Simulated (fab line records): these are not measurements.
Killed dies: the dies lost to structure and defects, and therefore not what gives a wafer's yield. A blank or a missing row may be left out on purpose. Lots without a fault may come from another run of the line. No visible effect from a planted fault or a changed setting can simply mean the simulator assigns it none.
A lot that was struck, set against a sound lot    flow sky130    25 out of 708 route steps
Sound: the wafers L383.2, L383.4, L383.5. Struck: wafers L389.2, L389.3, L389.6. Last of all comes the cause.
Per side, at each step with rows, come the tool, then ch with its chambers, and then its first start. Under that, the readings that differ: sound wafers    struck wafers    difference of the means    sigmas: that difference in standard deviations of wafers without a fault.
alike: same words and numbers on both sides, and readings whose means sit less than 2 such deviations apart. not compared: any withheld reading, any reading some wafer has no value for, any bound like >300 that may hide the same value, and any number with overlapping values for which the record gives no deviation.
The two part at a step that has a row with sigmas, a row that says differs or no value, or rows on one side only. When numbers do not overlap yet have no deviation, they are printed without sigmas and do not part them. A reading that every wafer of one side lacks parts them only if that side has two wafers or more.

first, 10 steps without rows for these wafers: SKY_SONOS_ONO_COAT_08 (resist thk 1140 nm); SKY_SONOS_ONO_SOFTBAKE_09 (time 60 s); SKY_SONOS_ONO_EXPOSE_10 (exposes mask ONOM, target cd 410 nm); SKY_SONOS_ONO_PEB_11; SKY_SONOS_ONO_DEVELOP_12 (develop time 60 s); SKY_SONOS_ONO_ETCH_15 (etches the open film in CHF3/O2, target depth 19.52 nm, time 7.8 s); SKY_SONOS_ONO_WET_ETCH_16 (etches SiO2 in dHF, target depth 14 nm, time 280 s); SKY_SONOS_ONO_STRIP_17 (strips in O2/N2); SKY_SONOS_ONO_WET_ETCH_18 (etches Si3N4 in H3PO4, target depth 15 nm, time 172 s); SKY_GATE_OXIDE_CLEAN_00 (cleans in SC1/SC2, time 150 s).
SKY_GATE_OXIDE_OXIDATION_01: stabilise 600 s, purge 300 s, target thk 10.268 nm.
  sound on furnace-02 ch 0, day 13 00:27; struck on furnace-02 ch 0, day 15 13:59
reading                                            sound              struck             difference  sigmas
spike_tc_bottom_C (C)                              918.5 916.9 917.3  905.9 904.7 906.3  -11.9       -7
spike_tc_centre_C (C)                              902.8 900.9 901.0  888.7 890.4 888.3  -12.4       -12
spike_tc_lower_C (C)                               899.2 902.0 901.4  887.8 889.9 889.3  -11.9       -13
spike_tc_top_C (C)                                 908.5 908.3 909.9  899.3 897.4 897.7  -10.8       -7
spike_tc_upper_C (C)                               898.1 900.0 899.1  887.0 885.5 887.9  -12.3       -12
model.SiO2_of_GATE_OXIDE_OXIDATION_01.thk_nm (nm)  10.06 10.16 10.27  9.309 9.295 9.291  -0.865      
  alike: zone_power_upper_pct
SKY_GATE_OXIDE_THK_MEAS_02:
  sound: film_metro-03 at day 13 01:52; struck: film_metro-04 at day 15 15:38
reading                           sound              struck          difference  sigmas
GATE_OXIDE_OXIDATION_00_THK (nm)  10.09 10.15 10.28  9.25 9.27 9.27  -0.91       -4
  not compared: hold
then, 9 steps without rows for these wafers: SKY_GATE_OXIDE_HMDS_04 (prime time 60 s); SKY_GATE_OXIDE_COAT_05 (resist thk 1140 nm); SKY_GATE_OXIDE_SOFTBAKE_06 (time 60 s); SKY_GATE_OXIDE_EXPOSE_07 (exposes mask LVOM, target cd 600 nm); SKY_GATE_OXIDE_PEB_08; SKY_GATE_OXIDE_DEVELOP_09 (develop time 60 s); SKY_GATE_OXIDE_IMPLANT_11; SKY_GATE_OXIDE_WET_ETCH_12 (etches SiO2 in dHF, target depth 16.8 nm, time 329.8 s); SKY_GATE_OXIDE_STRIP_13 (strips in O2/N2).
SKY_GATE_OXIDE_TW_MEAS_14:
  sound: film_metro-02 at day 14 03:48; struck: film_metro-04 at day 16 19:20
  alike: GATE_OXIDE_TW
  not compared: hold
SKY_GATE_OXIDE_OXIDATION_16: stabilise 600 s, purge 300 s, target thk 3.57 nm.
  sound on furnace-02 ch 0, day 14 08:07; struck on furnace-02 ch 0, day 16 21:57
reading                                            sound              struck             difference  sigmas
model.SiO2_of_GATE_OXIDE_OXIDATION_01.thk_nm (nm)  11.45 11.55 11.62  10.76 10.75 10.74  -0.79       
  alike: ramp_up_c_per_min, spike_tc_bottom_C, spike_tc_centre_C, spike_tc_lower_C, spike_tc_top_C, spike_tc_upper_C, zone_power_upper_pct
then, 1 step without rows for these wafers: SKY_POLY_GATE_CVD_00 (deposits poly-Si, target thk 180 nm, time 720 s).
-- a jump in the record: the struck wafers' starts before and after are 31 days apart (it breaks off in module POLY_GATE and resumes in module PAD_OPEN, where the first step shown is number 708 of the route) --
SKY_PAD_OPEN_PROBE_99:
  sound: prober-02 at day 45 22:38; struck: prober-01 at day 47 22:02
reading                                 sound                          struck                        difference  sigmas
model.etest.nfet_16v.r_on_ohm_um        1.368e+04 1.386e+04 1.385e+04  1.348e+04 1.35e+04 1.336e+04  -3.500e+02  
model.etest.pfet_g5v0d10v5.r_on_ohm_um  4769 4850 4768                 4621 4488 4572                -235        
model.etest.tip_sonos.rs_ohm_sq         2631 2677 2675                 2446 2454 2463                -207        
model.etest.nfet_g5v0d10v5.r_on_ohm_um  1865 1881 1867                 1819 1787 1808                -66         
model.etest.nfet_g5v0d10v5.drive_ua_um  616.1 603.8 602.4              649.4 653 657.8               +46.0       
model.etest.nfet_05v0_nvt.drive_ua_um   585.9 579.5 578.1              611.9 622 617.3               +35.9       
model.etest.pfet_g5v0d10v5.drive_ua_um  337 334.2 339.3                360.4 361.7 357.9             +23.2       
model.etest.nfet_16v.drive_ua_um        228.9 225.2 225.7              242.4 240.2 241               +14.6       
  alike: killed_at_M0_to_M3, killed_at_M4_up, killed_at_contacts, killed_at_front_end, killed_at_other, killed_dies, killed_open, killed_short

## WHERE THEY PART
Last at SKY_GATE_OXIDE_THK_MEAS_02 as far as this record goes, first at SKY_GATE_OXIDE_OXIDATION_01. Later steps at which nothing parts them and some readings are alike: SKY_GATE_OXIDE_TW_MEAS_14, SKY_GATE_OXIDE_OXIDATION_16, SKY_PAD_OPEN_PROBE_99.

WHY: what had been put in by the simulator
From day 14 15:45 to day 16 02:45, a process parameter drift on furnace-02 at SKY_GATE_OXIDE_OXIDATION_01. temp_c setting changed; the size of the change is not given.
